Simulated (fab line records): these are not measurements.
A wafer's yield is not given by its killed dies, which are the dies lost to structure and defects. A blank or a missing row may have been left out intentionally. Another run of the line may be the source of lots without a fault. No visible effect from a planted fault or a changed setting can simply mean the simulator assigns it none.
2 desks looking at one fault :: flow gf180mcu :: numbers are kept per desk, each desk with only its own; the story behind them comes last

## METROLOGY DESK
Means of the sampled wafers that have a number, per lot and without regard to the tool the lot ran on: this is what the gauges read. The brackets show how far a lot's mean lies from the usual mean; more than 4 standard deviations puts the lot out of limits, marked OUT.
Columns: A = cdNm at GF_HV_LDD_CD_MEAS_19, usual 399.8 nm; B = HV_LDD_01_OVL at GF_HV_LDD_OVL_MEAS_20, usual -0.5 nm; C = cdNm at GF_HV_LDD_CD_MEAS_46, usual 399.1 nm
lot: L260
first seen here: day 11 04:53
A: 400.6
B: -0.4
C: 400.5

lot: L262
first seen here: day 11 15:23
A: 396.7
B: -1.8
C: 401.4

lot: L265
first seen here: day 12 20:52
A: 399.9
B: -0.4
C: 398.3

lot: L266
first seen here: day 13 03:00
A: 401.3
B: -0.0
C: 399.6

lot: L268
first seen here: day 13 15:33
A: 403.5
B: 1.2
C: 401.1

lot: L267
first seen here: day 13 16:34
A: 399.1
B: -0.6
C: 400.3

lot: L270
first seen here: day 14 03:41
A: 397.8
B: -0.5
C: 397.1

lot: L271
first seen here: day 14 10:57
A: 400.8
B: 0.1
C: 398.4

lot: L276
first seen here: day 16 06:48
A: 397.2
B: -0.9
C: 379.7 (-10) OUT

lot: L277
first seen here: day 16 14:10
A: 401.7
B: -0.9
C: 380.3 (-9.9) OUT

lot: L278
first seen here: day 16 20:34
A: 398.8
B: 0.3
C: 400.0

lot: L281
first seen here: day 18 00:55
A: 400.7
B: -0.2
C: 399.8
This desk finds L276, L277 out of limits, L276 being first, at day 18 06:57 (cdNm at GF_HV_LDD_CD_MEAS_46). L260, L262, L265, L266, L268, L267, L270, L271, L278, L281 stayed within limits.

## AT THE TOOL OWNER'S DESK: lithoTrack-04
The tool's own readings at GF_HV_LDD_COAT_41 (resist thk 1000 nm): means of the sampled wafers that have a number, for each lot that ran on this tool. The brackets show how far a lot's mean lies from the usual mean; more than 4 standard deviations puts the lot out of limits, marked OUT.
Columns: A = spinSpeedRpm at GF_HV_LDD_COAT_41, usual 2999.9 rpm
lot: L276
first seen here: day 17 19:42
A: 2120.5 (-99 or more) OUT

lot: L277
first seen here: day 18 02:42
A: 2123.1 (-99 or more) OUT
This desk finds L276, L277 out of limits, L276 being first, at day 17 19:42 (spinSpeedRpm at GF_HV_LDD_COAT_41). In limits: none.

## PUT TOGETHER
The tool owner's desk had the chance to raise an alarm at day 17 19:42 on L276, L277.
On L276, L277, the metrology desk was in a position to raise an alarm at day 18 06:57.
Every lot named ran GF_HV_LDD_COAT_41 on lithoTrack-04.

## WHAT HAD BEEN PUT IN BY THE SIMULATOR
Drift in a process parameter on lithoTrack-04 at GF_HV_LDD_COAT_41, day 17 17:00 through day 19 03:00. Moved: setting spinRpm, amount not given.
Shown lots that were struck: L276, L277.
Time in hours from fault onset to the first out-of-limits reading at each desk: tool owner's desk 3, metrology desk 14.
